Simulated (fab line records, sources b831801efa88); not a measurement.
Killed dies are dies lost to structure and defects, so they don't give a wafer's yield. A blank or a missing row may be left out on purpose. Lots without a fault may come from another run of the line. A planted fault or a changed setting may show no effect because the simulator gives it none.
fab line records | flow sky130
record lots=6 wafers=18 last_day=50
route steps=708 shown VIA3@588 METAL4@598 PAD_OPEN@708
lots that met no fault: from a run of the same line without faults
start_h: hours from the record's first day to the start of the lot's first wafer shown | wait_h: hours since the lot's step before | " the same as in the row above | L1.1+2: a row that stands for several wafers | - no value, or no start given | * or withheld: withheld | < > ~ a bound
route shown NAME@n: a module of which the file shows steps, and the number in the route of the first | usual: mean/standard deviation of fault-free wafers | same: alike in all rows | chamber/n: place in a boat | sites: the reading at each site | _std_site: their standard deviation | _edge_site: outer sites' mean less inner sites' | radius_mm: how far each site lies from the wafer's centre | mask NAME#n: copy n | behind: the tool/chamber that last shaped the wafer | hold: why the lot was held/for how many hours/how that ended | device: the transistor (n, p or np) that didn't switch | end of line: the same wafers' tests at the end of the route | a step without rows: its recipe alone | killed: dies lost to structure and defects at the first sort, not the wafer's yield | map: a wafer's dies, x killed, . not, _ none there
set.NAME: the setting as run; set.NAME@STEP: as run at that earlier step | model.NAME: the simulator's own value behind a step, which no gauge read
lots at some steps of the route; a table a step, a row a wafer
services: from which hour (start_h, from the record's first day; less than 0 if before it) a tool's chamber was out of use, for how many hours, and why
## steps
# step SKY_VIA3_ETCH_15
# recipe target=SiO2 chemistry=C4F8/O2/Ar target_depth_nm=507 stop_on=TiN mask_material=KrF-thick source_w=1500 bias_w=1200 pressure_mtorr=40 c4f8_flow_sccm=withheld O2_flow_sccm=6 Ar_flow_sccm=300 time_s=78
# usual oes_product_au=0.945/0.0047
# columns lot.wafer tool chamber start_h wait_h oes_product_au rf_hours_counter_h
L449.3 rie_diel-01 3 944.09 0.0 0.943 8
L449.4 " 2 " " 0.947 4
L449.5 " 3 " " 0.938 -
L455.2 rie_diel-03 1 1000.41 0.0 0.942 24
L455.4 " 1 " " 0.952 -
L455.5 " 3 " " 0.944 -
L458.2 rie_diel-02 0 1017.86 0.0 0.938 2
L458.3 " 3 " " 0.942 6
L458.5 " 1 " " 0.955 -
L460.2 rie_diel-01 2 1027.86 0.0 0.951 7
L460.4 " 3 " " 0.953 11
L460.5 " 1 " " 0.952 -
L461.3 rie_diel-01 0 1036.81 0.0 0.943 8
L461.4 " 1 " " 0.944 8
L461.6 " 3 " " 0.947 -
L468.2 rie_diel-01 3 1089.44 0.0 0.945 13
L468.3 " 2 " " 0.938 9
L468.4 " 0 " " 0.940 10
# step SKY_VIA3_STRIP_16
# recipe chemistry=O2/N2 power_w=1400 pressure_mtorr=1500 platen_temp_c=withheld o2_flow_sccm=3000 n2_flow_sccm=300 overash_fraction=0.5
# step SKY_VIA3_STRIP_17
# recipe chemistry=post_etch_residue_remover time_s=1200 temp_c=72.5
# step SKY_VIA3_CLEAN_18
# recipe chemistry=IPA time_s=180 temp_c=25
# step SKY_VIA3_CLEAN_19
# recipe chemistry=O3/DIW dry=n2_spin
# step SKY_VIA3_SPUTTER_20
# recipe material=TiN target_thk_nm=20 chamber_pressure_pa=5 power_w=4000 time_s=80
# step SKY_VIA3_CVD_21
# recipe material=W target_thk_nm=390 time_s=117.31 temp_c=400 pressure_torr=40
# usual heater_power_w=792/73
# columns lot.wafer tool chamber start_h wait_h heater_power_w
L449.3 cvd_w-02 1 944.85 0.1 739
L449.4 " 0 " " 791
L449.5 " 0 " " 778
L455.2 cvd_w-02 1 1001.16 0.1 712
L455.4 " 1 " " 708
L455.5 " 1 " " 721
L458.2 cvd_w-01 0 1018.61 0.1 878
L458.3 " 0 " " 889
L458.5 " 0 " " 883
L460.2 cvd_w-01 0 1028.65 0.1 890
L460.4 " 0 " " 867
L460.5 " 0 " " 895
L461.3 cvd_w-02 0 1037.62 0.1 773
L461.4 " 1 " " 703
L461.6 " 1 " " 699
L468.2 cvd_w-02 1 1090.16 0.0 726
L468.3 " 0 " " 767
L468.4 " 1 " " 713
# step SKY_VIA3_RS_MEAS_22
# recipe thk_meas_gauge=four-point-probe reads=W_of_VIA3_CVD_21+TiN_of_VIA3_SPUTTER_20
# usual VIA3_W_RS=0.293/0.0041
# columns lot.wafer tool chamber start_h wait_h VIA3_W_RS[ohm/sq]
L449.3 film_metro-01 - 944.97 0.1 0.293
L449.4 " - " " 0.288
L449.5 " - " " 0.289
L455.2 film_metro-02 - 1001.39 0.2 0.298
L455.4 " - " " 0.297
L455.5 " - " " 0.301
L458.2 film_metro-01 - 1018.84 0.2 0.290
L458.3 " - " " 0.289
L458.5 " - " " 0.292
L460.2 film_metro-02 - 1028.87 0.2 0.283
L460.4 " - " " 0.285
L460.5 " - " " 0.285
L461.3 film_metro-01 - 1037.74 0.1 0.290
L461.4 " - " " 0.291
L461.6 " - " " 0.292
L468.2 film_metro-01 - 1090.30 0.1 0.295
L468.3 " - " " 0.287
L468.4 " - " " 0.296
# step SKY_VIA3_THK_MEAS_23
# recipe thk_meas_gauge=xrf reads=W_of_VIA3_CVD_21
# usual VIA3_W_THK=398/7.7
# columns lot.wafer tool chamber start_h wait_h VIA3_W_THK[nm]
L449.3 film_metro-01 - 945.07 0.1 400
L449.4 " - " " 408
L449.5 " - " " 406
L455.2 film_metro-02 - 1001.50 0.1 393
L455.4 " - " " 395
L455.5 " - " " 388
L458.2 film_metro-01 - 1018.95 0.1 410
L458.3 " - " " 410
L458.5 " - " " 405
L460.2 film_metro-02 - 1028.98 0.1 412
L460.4 " - " " 410
L460.5 " - " " 410
L461.3 film_metro-01 - 1037.84 0.1 405
L461.4 " - " " 401
L461.6 " - " " 405
L468.2 film_metro-01 - 1090.41 0.1 393
L468.3 " - " " 402
L468.4 " - " " 393
# step SKY_VIA3_CMP_24
# recipe stop_on=SiO2 t_overpolish_s=20 down_force_psi=3.5 platen_rpm=60 target_thk_nm=0 pad_velocity_m_s=0.94248
# usual head_pressure_psi=3.500/0.0069 motor_current_A=11.4/1.2 overpolish_run_s=20.000/0.0094 slurry_filter_dp_kPa=13.51/0.16 time_to_endpoint_s=95/4
# same t_overpolish_s=20
# columns lot.wafer tool chamber start_h wait_h head_pressure_psi motor_current_A overpolish_run_s slurry_filter_dp_kPa time_to_endpoint_s
L449.4 cmp-01 2 945.59 0.5 3.493 11.2 20.000 13.81 103
L449.3 " 3 " " 3.510 11.0 20.004 13.50 101
L449.5 " 0 " " 3.503 12.4 20.012 13.56 94
L455.2 cmp-02 2 1001.55 0.0 3.506 12.6 20.017 14.00 90
L455.4 " 0 " " 3.493 10.3 20.015 13.31 91
L455.5 " 2 " " 3.507 14.2 19.995 13.38 91
L458.3 cmp-02 3 1019.10 0.1 3.505 11.7 20.001 13.60 99
L458.2 " 0 " " 3.494 10.0 20.013 13.37 95
L458.5 " 1 " " 3.500 9.9 20.025 13.46 97
L460.2 cmp-02 1 1029.08 0.1 3.501 9.5 19.997 13.43 104
L460.4 " 2 " " 3.489 14.1 20.012 13.60 97
L460.5 " 1 " " 3.515 9.8 20.006 13.71 106
L461.3 cmp-01 0 1040.15 2.3 3.488 12.1 20.004 13.42 95
L461.4 " 2 " " 3.507 11.2 19.993 13.44 97
L461.6 " 3 " " 3.505 11.1 19.991 13.71 99
L468.3 cmp-02 1 1090.46 0.0 3.508 9.5 19.998 13.07 96
L468.4 " 2 " " 3.500 13.5 19.995 13.44 92
L468.2 " 3 " " 3.485 11.3 20.004 13.43 93
# step SKY_METAL4_SPUTTER_00
# recipe material=Ti target_thk_nm=15 power_w=3000 time_s=10 chamber_pressure_pa=0.4
# usual chamber_pressure_pa=0.4000/0.0008 throttle_valve_pct=30.7/0.99
# columns lot.wafer tool chamber start_h wait_h chamber_pressure_pa throttle_valve_pct
L449.3 pvd_sputter-04 - 945.79 0.1 0.4006 29.5
L449.4 " - " " 0.3996 29.6
L449.5 " - " " 0.3984 32.7
L455.2 pvd_sputter-03 - 1001.85 0.2 0.4016 28.9
L455.4 " - " " 0.4005 32.1
L455.5 " - " " 0.3998 31.1
L458.2 pvd_sputter-03 - 1019.30 0.1 0.3996 31.1
L458.3 " - " " 0.3999 29.4
L458.5 " - " " 0.3998 29.4
L460.2 pvd_sputter-01 - 1029.33 0.2 0.4009 30.6
L460.4 " - " " 0.4002 30.2
L460.5 " - " " 0.3997 31.5
L461.3 pvd_sputter-03 - 1040.40 0.2 0.4000 31.9
L461.4 " - " " 0.4018 29.8
L461.6 " - " " 0.4004 32.0
L468.2 pvd_sputter-01 - 1090.76 0.1 0.4008 31.1
L468.3 " - " " 0.3992 30.8
L468.4 " - " " 0.4009 30.8
# step SKY_METAL4_SPUTTER_01
# recipe material=TiN target_thk_nm=20 power_w=6500 time_s=16.7 chamber_pressure_pa=0.4
# step SKY_METAL4_SPUTTER_02
# recipe material=AlCu target_thk_nm=735 power_w=10600 time_s=39.1 chamber_pressure_pa=0.4
# usual chamber_pressure_pa=0.4000/0.00077 throttle_valve_pct=30.7/1
# columns lot.wafer tool chamber start_h wait_h chamber_pressure_pa throttle_valve_pct
L449.3 pvd_sputter-04 - 945.84 0.0 0.4005 29.4
L449.4 " - " " 0.3997 29.5
L449.5 " - " " 0.3998 32.5
L455.2 pvd_sputter-03 - 1001.90 0.0 0.3995 28.9
L455.4 " - " " 0.3986 32.0
L455.5 " - " " 0.3998 31.0
L458.2 pvd_sputter-03 - 1019.35 0.0 0.3984 31.2
L458.3 " - " " 0.3866 30.2
L458.5 " - " " 0.3865 30.0
L460.2 pvd_sputter-01 - 1029.38 0.0 0.3993 31.2
L460.4 " - " " 0.4004 29.8
L460.5 " - " " 0.3996 31.0
L461.3 pvd_sputter-03 - 1040.45 0.0 0.4000 31.9
L461.4 " - " " 0.3868 30.1
L461.6 " - " " 0.4001 32.4
L468.2 pvd_sputter-01 - 1090.81 0.0 0.3995 31.1
L468.3 " - " " 0.4000 31.0
L468.4 " - " " 0.4013 31.0
# step SKY_METAL4_SPUTTER_03
# recipe material=Ti target_thk_nm=5 power_w=3000 time_s=3.3 chamber_pressure_pa=0.4
# usual chamber_pressure_pa=0.4000/0.00085 throttle_valve_pct=30.7/0.99
# columns lot.wafer tool chamber start_h wait_h chamber_pressure_pa throttle_valve_pct
L449.3 pvd_sputter-04 - 945.88 0.0 0.3987 29.4
L449.4 " - " " 0.3999 29.8
L449.5 " - " " 0.3987 32.6
L455.2 pvd_sputter-03 - 1001.93 0.0 0.3997 28.7
L455.4 " - " " 0.4006 32.1
L455.5 " - " " 0.4003 31.1
L458.2 pvd_sputter-03 - 1019.39 0.0 0.3993 31.4
L458.3 " - " " 0.3991 29.5
L458.5 " - " " 0.3987 29.3
L460.2 pvd_sputter-01 - 1029.42 0.0 0.4014 31.1
L460.4 " - " " 0.4020 29.9
L460.5 " - " " 0.4007 31.3
L461.3 pvd_sputter-03 - 1040.49 0.0 0.3996 31.9
L461.4 " - " " 0.4011 29.2
L461.6 " - " " 0.3997 32.0
L468.2 pvd_sputter-01 - 1090.85 0.0 0.3999 31.3
L468.3 " - " " 0.4009 30.6
L468.4 " - " " 0.4001 30.8
# step SKY_PAD_OPEN_PROBE_99
# usual defect_limited_yield=82.6/1.9 killed_at_M0_to_M3=43/7.3 killed_at_M4_up=3.0/2 killed_at_contacts=24/5.2 killed_at_front_end=15/4.4 killed_at_other=0.2/0.48 killed_dies=86/9.1 killed_open=47/7.3 killed_short=38/6.4 sort_bin_3_pad_short=0.8/0.38 sort_bin_5_function=10.5/1.4 sort_bin_6_memory=6.1/1.1 sort_n_pass=406/9.1 sort_yield_pct=82.6/1.9
# same gross_dies=492 killed_at_back_side=0 sort_bin_4_leakage[%]=0 sort_bin_8_speed[%]=0
# columns lot.wafer tool chamber start_h wait_h defect_limited_yield[%] killed_at_M0_to_M3 killed_at_M4_up killed_at_contacts killed_at_front_end killed_at_other killed_dies killed_open killed_short sort_bin_3_pad_short[%] sort_bin_5_function[%] sort_bin_6_memory[%] sort_n_pass sort_yield_pct[%]
L461.3 prober-02 - 1164.19 0.2 84.3 34 3 16 24 0 77 41 36 1.0 9.3 5.3 415 84.3
L461.4 prober-02 - 1164.24 0.2 82.1 41 4 22 21 0 88 46 39 0.8 10.0 7.1 404 82.1
L461.6 prober-02 - 1164.34 0.2 83.9 41 1 17 20 0 79 47 31 0.4 9.8 5.9 413 83.9
# killed by level:class
L461.3 POLY_GATE:geometric_particle:open=7 POLY_GATE:geometric_particle:short=6 VIA3:geometric_particle:open=6 FIELD_ISO:geometric_particle:open=5 LI_CONTACT:geometric_particle:open=5 VIA1:geometric_particle:open=5 VIA2:geometric_particle:open=5 LOCAL_INTERCONNECT:geometric_particle:short=4
L461.4 VIA3:geometric_particle:open=9 CONTACT:geometric_particle:open=9 FIELD_ISO:geometric_particle:open=7 METAL1:geometric_particle:short=6 VIA1:geometric_particle:short=6 POLY_GATE:geometric_particle:short=5 LI_CONTACT:geometric_particle:open=5 VIA1:geometric_particle:open=5
L461.6 VIA3:geometric_particle:open=11 FIELD_ISO:geometric_particle:open=7 LI_CONTACT:geometric_particle:open=7 VIA1:geometric_particle:open=7 FIELD_ISO:geometric_particle:short=6 CONTACT:geometric_particle:open=6 VIA2:geometric_particle:open=6 VIA3:geometric_particle:short=5
## services
# columns tool chamber start_h hours kind
rie_diel-01 3 923.49 5.1 repair
pvd_sputter-04 - 929.95 3.3 repair
pvd_sputter-01 - 932.81 21.8 repair
cvd_w-02 - 933.90 1.6 repair
cmp-01 - 937.63 3.0 pm
cmp-01 - 938.76 2.1 repair
pvd_sputter-01 - 939.83 9.2 repair
cmp-01 - 940.89 4.0 pm
cmp-01 - 962.84 2.2 repair
cvd_w-01 - 968.79 2.7 repair
cmp-02 - 976.44 0.5 repair
cvd_w-02 0 995.53 1.3 repair
cvd_w-02 0 998.34 15.6 repair
rie_diel-01 0 1001.44 8.8 repair
cmp-02 - 1007.81 5.9 pm
cvd_w-01 1 1015.13 21.3 repair
cmp-01 - 1027.87 0.6 repair
pvd_sputter-01 - 1032.25 1.9 repair
cmp-02 - 1037.68 2.7 repair
cmp-02 - 1059.04 1.5 repair
pvd_sputter-04 - 1066.95 3.3 repair
cmp-02 - 1067.79 4.0 pm
cmp-02 - 1068.87 0.7 repair
cvd_w-02 - 1070.80 0.5 repair
## key
first_sign step=SKY_METAL4_SPUTTER_02 reading=chamber_pressure_pa direction=down sigmas=17 usual=0.4000 struck=0.3866
effect none on later readings
met_at SKY_METAL4_SPUTTER_02
struck_wafers L458.3,L458.5,L461.4
fault kind=process_parameter_drift tool=pvd_sputter-03 chamber=- onset_h=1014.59 steps=SKY_METAL4_SPUTTER_02 channel=chamber_pressure_pa offset=-0.012606 shape=step end_h=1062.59 acts_in=these_recipes_only stated=0.4 scope=struck_wafers_only
